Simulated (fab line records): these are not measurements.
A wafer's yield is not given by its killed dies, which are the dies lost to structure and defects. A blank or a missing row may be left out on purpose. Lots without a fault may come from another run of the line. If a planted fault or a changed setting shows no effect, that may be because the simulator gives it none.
Chamber matching || flow sky130 || SKY_CAP2M_CVD_00 on pecvd-04: 3 sister chambers
The step deposits SiO2, target thk 15.5 nm. 14 wafers are shown with their chamber, then 7 later ones without.

== WAFERS, EACH WITH ITS CHAMBER ==
{"wafer": "L075.1", "chamber": 2, "heater power outer w (W)": 462, "heater power w (W)": 713}
{"wafer": "L075.4", "chamber": 0, "heater power outer w (W)": 377, "heater power w (W)": 692}
{"wafer": "L075.6", "chamber": 1, "heater power outer w (W)": 326, "heater power w (W)": 540}
{"wafer": "L076.1", "chamber": 0, "heater power outer w (W)": 396, "heater power w (W)": 716}
{"wafer": "L076.5", "chamber": 2, "heater power outer w (W)": 450, "heater power w (W)": 714}
{"wafer": "L076.6", "chamber": 0, "heater power outer w (W)": 400, "heater power w (W)": 705}
{"wafer": "L080.1", "chamber": 0, "heater power outer w (W)": 324, "heater power w (W)": 621}
{"wafer": "L080.4", "chamber": 2, "heater power outer w (W)": 500, "heater power w (W)": 774}
{"wafer": "L080.5", "chamber": 0, "heater power outer w (W)": 335, "heater power w (W)": 615}
{"wafer": "L081.1", "chamber": 0, "heater power outer w (W)": 354, "heater power w (W)": 661}
{"wafer": "L081.3", "chamber": 1, "heater power outer w (W)": 393, "heater power w (W)": 626}
{"wafer": "L081.5", "chamber": 0, "heater power outer w (W)": 358, "heater power w (W)": 653}
{"wafer": "L086.4", "chamber": 0, "heater power outer w (W)": 408, "heater power w (W)": 716}
{"wafer": "L086.5", "chamber": 2, "heater power outer w (W)": 498, "heater power w (W)": 781}

SIGNATURES, as means of the wafers listed above
{"reading": "heater power outer w", "chamber 0": 369.00, "chamber 1": 359.50, "chamber 2": 477.50, "scatter within a chamber": 31.6}
{"reading": "heater power w", "chamber 0": 672.38, "chamber 1": 583.00, "chamber 2": 745.50, "scatter within a chamber": 42.1}
Rule: a wafer's distance from a chamber is the root of the sum, over the readings, of the square of ((its reading less the chamber's mean) divided by the reading's scatter). If the next closest chamber is less than 2 further off than the closest, the wafer can't be placed; otherwise it belongs to the closest. How the scatter is found: for the shown wafers, subtract from each reading the mean of its chamber, square and add these, divide the total by (wafers less chambers), then take the root.

== WAFERS WITHOUT THEIR CHAMBER ==
{"wafer": "L086.6", "heater power outer w (W)": 326, "heater power w (W)": 518}
{"wafer": "L091.1", "heater power outer w (W)": 376, "heater power w (W)": 603}
{"wafer": "L091.2", "heater power outer w (W)": 365, "heater power w (W)": 688}
{"wafer": "L091.4", "heater power outer w (W)": 372, "heater power w (W)": 688}
{"wafer": "L092.3", "heater power outer w (W)": 351, "heater power w (W)": 565}
{"wafer": "L092.5", "heater power outer w (W)": 417, "heater power w (W)": 729}
{"wafer": "L092.6", "heater power outer w (W)": 481, "heater power w (W)": 753}

== WHICH CHAMBER EACH WENT THROUGH ==
{"wafer": "L086.6", "from the rows above": 1, "in truth": 1}
{"wafer": "L091.1", "from the rows above": "can't be placed: 1 or 0", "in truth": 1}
{"wafer": "L091.2", "from the rows above": 0, "in truth": 0}
{"wafer": "L091.4", "from the rows above": 0, "in truth": 0}
{"wafer": "L092.3", "from the rows above": 1, "in truth": 1}
{"wafer": "L092.5", "from the rows above": "can't be placed: 2 or 0 or 1", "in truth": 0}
{"wafer": "L092.6", "from the rows above": 2, "in truth": 2}
Correct placement for 5 of the 7. Not placeable from these rows: 2 (in 2, the candidates include the true chamber). Number placed wrongly: 0.
